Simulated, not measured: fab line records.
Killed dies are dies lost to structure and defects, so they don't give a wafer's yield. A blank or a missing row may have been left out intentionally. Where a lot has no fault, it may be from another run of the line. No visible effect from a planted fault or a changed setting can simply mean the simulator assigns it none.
Which tool was responsible? -- flow gf180mcu -- 36 wafers from 12 lots sampled at 6 of the route's 602 steps

WHAT THE GAUGES SHOWED, per wafer
GF_POLY_GATE_THK_MEAS_01. Usual: POLY_GATE_CVD_00_THK gives 200.4 nm (standard deviation 1.6).
lot,measured,on,POLY_GATE_CVD_00_THK (nm),flag
L707,day 8 19:08,film-metro-02,201.5 201.7 200.4,
L708,day 9 01:08,film-metro-04,201.6 202.3 201.8,
L711,day 9 20:31,film-metro-04,197.6 200.3 199.6,
L714,day 10 15:21,film-metro-04,201.4 202.5 202.1,
L719,day 12 02:51,film-metro-02,200.8 199.1 200.6,
L721,day 12 20:16,film-metro-02,181.0 181.6 180.9,OFF
L722,day 12 23:04,film-metro-04,178.8 179.1 179.2,OFF
L723,day 13 07:03,film-metro-04,202.9 203.0 202.3,
L724,day 13 16:30,film-metro-02,199.3 199.7 198.7,
L726,day 14 05:48,film-metro-02,202.7 202.4 200.8,
L728,day 14 20:58,film-metro-01,199.0 198.2 199.5,
L729,day 15 03:24,film-metro-02,200.5 200.6 199.6,

GF_HV_LDD_OVL_MEAS_08. Usual: HV_LDD_OVL gives -0.1 nm (standard deviation 1.7).
lot,measured,on,HV_LDD_OVL (nm),flag
L707,day 10 06:58,overlay-02,2.4 -0.4 0.5,
L708,day 10 14:22,overlay-01,0.3 0.1 -0.4,
L711,day 11 11:19,overlay-02,-0.9 0.6 3.7,
L714,day 12 07:21,overlay-02,0.7 2.0 0.8,
L719,day 13 21:03,overlay-01,-1.3 -4.1 -3.5,
L721,day 14 15:25,overlay-02,1.6 0.1 0.1,
L722,day 14 18:27,overlay-01,-3.3 -3.2 -1.0,
L723,day 15 02:58,overlay-02,3.0 -0.4 0.0,
L724,day 15 13:10,overlay-01,0.7 0.0 -0.3,
L726,day 16 02:50,overlay-02,1.0 1.0 -2.1,
L728,day 16 18:48,overlay-02,0.7 -0.4 -0.3,
L729,day 17 11:31,overlay-02,0.1 -0.1 2.9,

GF_HV_LDD_CD_MEAS_19: target cd 400 nm. Usual: cd-nm at 399.6 nm, with a standard deviation of 2.1.
lot,measured,on,cd-nm (nm),flag
L707,day 11 01:32,cd-sem-01,403.0 401.1 403.7,
L708,day 11 08:56,cd-sem-01,396.4 398.3 398.6,
L711,day 12 05:55,cd-sem-01,401.4 400.9 400.1,
L714,day 13 02:44,cd-sem-02,401.2 401.0 400.4,
L719,day 14 18:40,cd-sem-01,401.5 399.6 399.6,
L721,day 15 12:43,cd-sem-02,399.5 397.2 398.2,
L722,day 15 16:16,cd-sem-02,397.1 396.4 397.9,
L723,day 16 00:49,cd-sem-01,398.9 399.4 401.0,
L724,day 16 10:58,cd-sem-01,400.8 399.8 397.8,
L726,day 17 00:09,cd-sem-01,398.8 401.3 398.8,
L728,day 17 16:01,cd-sem-02,399.0 397.9 399.9,
L729,day 18 11:11,cd-sem-01,402.1 402.3 402.5,

WHAT TOOL EACH LOT RAN ON (gives the tool, then ch and the chambers of the sampled wafers, and finally the start)
lot,GF_VT_IMPLANT_STRIP_20,GF_POLY_GATE_CVD_00,GF_POLY_GATE_ETCH_13
L707,"plasma-asher-01 ch 0,1, day 6 13:21","lpcvd-01 ch 1, day 8 17:47","rie-si-01 ch 0,1,2, day 9 11:41"
L708,"plasma-asher-04 ch 0,1, day 6 18:52","lpcvd-01 ch 0, day 8 23:48","rie-si-01 ch 0,1,2, day 9 17:44"
L711,"plasma-asher-04 ch 0,1, day 7 13:05","lpcvd-02 ch 0, day 9 19:11","rie-si-02 ch 1,2,3, day 10 14:34"
L714,"plasma-asher-04 ch 0,1, day 8 06:59","lpcvd-02 ch 0, day 10 14:01","rie-si-01 ch 0,2, day 11 10:05"
L719,"plasma-asher-02 ch 0,1, day 9 14:52","lpcvd-02 ch 0, day 12 01:30","rie-si-01 ch 0,2,3, day 12 22:35"
L721,"plasma-asher-02 ch 1, day 10 04:16","lpcvd-01 ch 0, day 12 18:56","rie-si-02 ch 0,1, day 13 16:47"
L722,"plasma-asher-02 ch 0,1, day 10 08:41","lpcvd-01 ch 0, day 12 21:44","rie-si-02 ch 0,3, day 13 19:38"
L723,"plasma-asher-02 ch 0,1, day 10 15:02","lpcvd-02 ch 0, day 13 05:43","rie-si-01 ch 0,1,2, day 14 04:14"
L724,"plasma-asher-04 ch 0,1, day 10 22:58","lpcvd-02 ch 0, day 13 15:10","rie-si-02 ch 0,1, day 14 13:56"
L726,"plasma-asher-04 ch 0,1, day 11 13:10","lpcvd-02 ch 0, day 14 04:28","rie-si-02 ch 1,2,3, day 15 03:17"
L728,"plasma-asher-02 ch 0,1, day 12 02:10","lpcvd-02 ch 1, day 14 19:38","rie-si-01 ch 0,2,3, day 15 18:38"
L729,"plasma-asher-01 ch 0,1, day 12 08:37","lpcvd-02 ch 1, day 15 02:04","rie-si-02 ch 1,2,3, day 16 01:41"
- GF_VT_IMPLANT_STRIP_20: strips in O2/N2.
- GF_POLY_GATE_CVD_00: deposits poly-Si, target thk 200 nm, time 1200 s.
- GF_POLY_GATE_ETCH_13: etches poly-Si in HBr/Cl2, stops on SiO2, target depth 198.5 nm, time 69.6 s.

AS READ BY THE TOOLS THEMSELVES (means over the sampled wafers that have a number; for cases with no such wafer, the mark the record gives instead)
GF_VT_IMPLANT_STRIP_20. Usual: drypump-motor-current-A 5.6 A, standard deviation 0.56; heater-power-w 311 W, standard deviation 25; oes-product-au 0.716 a.u., standard deviation 0.005; strip-time-to-endpoint-s 12.65 s, standard deviation 0.033.
lot,tool,drypump-motor-current-A (A),heater-power-w (W),oes-product-au (a.u.),strip-time-to-endpoint-s (s),flag
L707,plasma-asher-01,5.7,333,0.714,12.64,
L708,plasma-asher-04,5.6,286,0.717,12.62,
L711,plasma-asher-04,5.2,291,0.715,12.65,
L714,plasma-asher-04,5.6,286,0.712,12.65,
L719,plasma-asher-02,5.6,327,0.723,12.66,
L721,plasma-asher-02,5.3,322,0.713,12.62,
L722,plasma-asher-02,6.0,332,0.712,12.67,
L723,plasma-asher-02,5.7,327,0.718,12.61,
L724,plasma-asher-04,5.2,290,0.714,12.67,
L726,plasma-asher-04,5.7,287,0.716,12.64,
L728,plasma-asher-02,5.7,330,0.715,12.62,
L729,plasma-asher-01,5.6,339,0.712,12.67,

GF_POLY_GATE_CVD_00. Usual: spike-tc-upper-C at 619.9 C, with a standard deviation of 1.6.
lot,tool,spike-tc-upper-C (C),flag
L707,lpcvd-01,618.6,
L708,lpcvd-01,620.5,
L711,lpcvd-02,618.2,
L714,lpcvd-02,619.3,
L719,lpcvd-02,619.1,
L721,lpcvd-01,620.5,
L722,lpcvd-01,620.3,
L723,lpcvd-02,618.1,
L724,lpcvd-02,618.1,
L726,lpcvd-02,618.6,
L728,lpcvd-02,621.0,
L729,lpcvd-02,621.3,

GF_POLY_GATE_ETCH_13. Usual: HBr_flow_sccm 149.9 sccm, standard deviation 0.41; drypump-motor-current-A 6.0 A, standard deviation 0.37; oes-product-au 0.992 a.u., standard deviation 0.0085; throttle-valve-pct 33.685 %, standard deviation 0.0094.
lot,tool,HBr_flow_sccm (sccm),drypump-motor-current-A (A),oes-product-au (a.u.),throttle-valve-pct (%),flag
L707,rie-si-01,150.0,6.0,0.995,33.689,
L708,rie-si-01,149.7,6.0,0.993,33.689,
L711,rie-si-02,149.8,6.1,0.982,33.678,
L714,rie-si-01,150.1,5.8,0.991,33.689,
L719,rie-si-01,150.2,5.8,0.989,33.692,
L721,rie-si-02,150.1,5.8,0.934,33.679,OFF
L722,rie-si-02,150.3,6.3,0.922,33.689,OFF
L723,rie-si-01,150.1,6.0,0.994,33.684,
L724,rie-si-02,150.3,5.8,0.995,33.674,
L726,rie-si-02,149.9,6.1,0.994,33.687,
L728,rie-si-01,150.2,5.9,0.985,33.683,
L729,rie-si-02,150.1,6.1,0.991,33.687,

THE ANSWER, worked out from the rows above alone
Rule: take the mean of a lot's wafers that have a number; if it is more than 3 standard deviations from the usual mean, the lot is off. Also off: a lot with no number at a reading for which 4 or more lots have one. Any other lot the step has rows for is counted as sound. After the gauges, taken in route order, come the tools' own readings; for these a lot's mean is taken, as printed above. At the first step where some lot is off, the reading lying furthest off is the one used; lots without a number count as furthest.
Off: L721, L722, at GF_POLY_GATE_THK_MEAS_01 (POLY_GATE_CVD_00_THK).
A tool fits if, at a process step before that reading, it ran every lot that is off, and no sound lot after the first of them. The gauges at GF_POLY_GATE_THK_MEAS_01 aren't tried: what is off there is off at GF_POLY_GATE_ETCH_13 too, on other tools, and a gauge's error can't cause that. One candidate fits, namely lpcvd-01 at GF_POLY_GATE_CVD_00. A fault onset in the window from L708 (day 8 23:48, its last sound lot) to L721 (day 12 18:56, its first lot off) fits.

WHAT THE SIMULATOR HAD PUT IN
Site profile drift: lpcvd-01, from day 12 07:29 on, at GF_POLY_GATE_CVD_00. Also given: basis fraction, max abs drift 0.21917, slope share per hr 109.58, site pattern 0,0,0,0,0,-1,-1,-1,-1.
Struck lots among those shown: L721, L722. The rule given above showed the same thing.
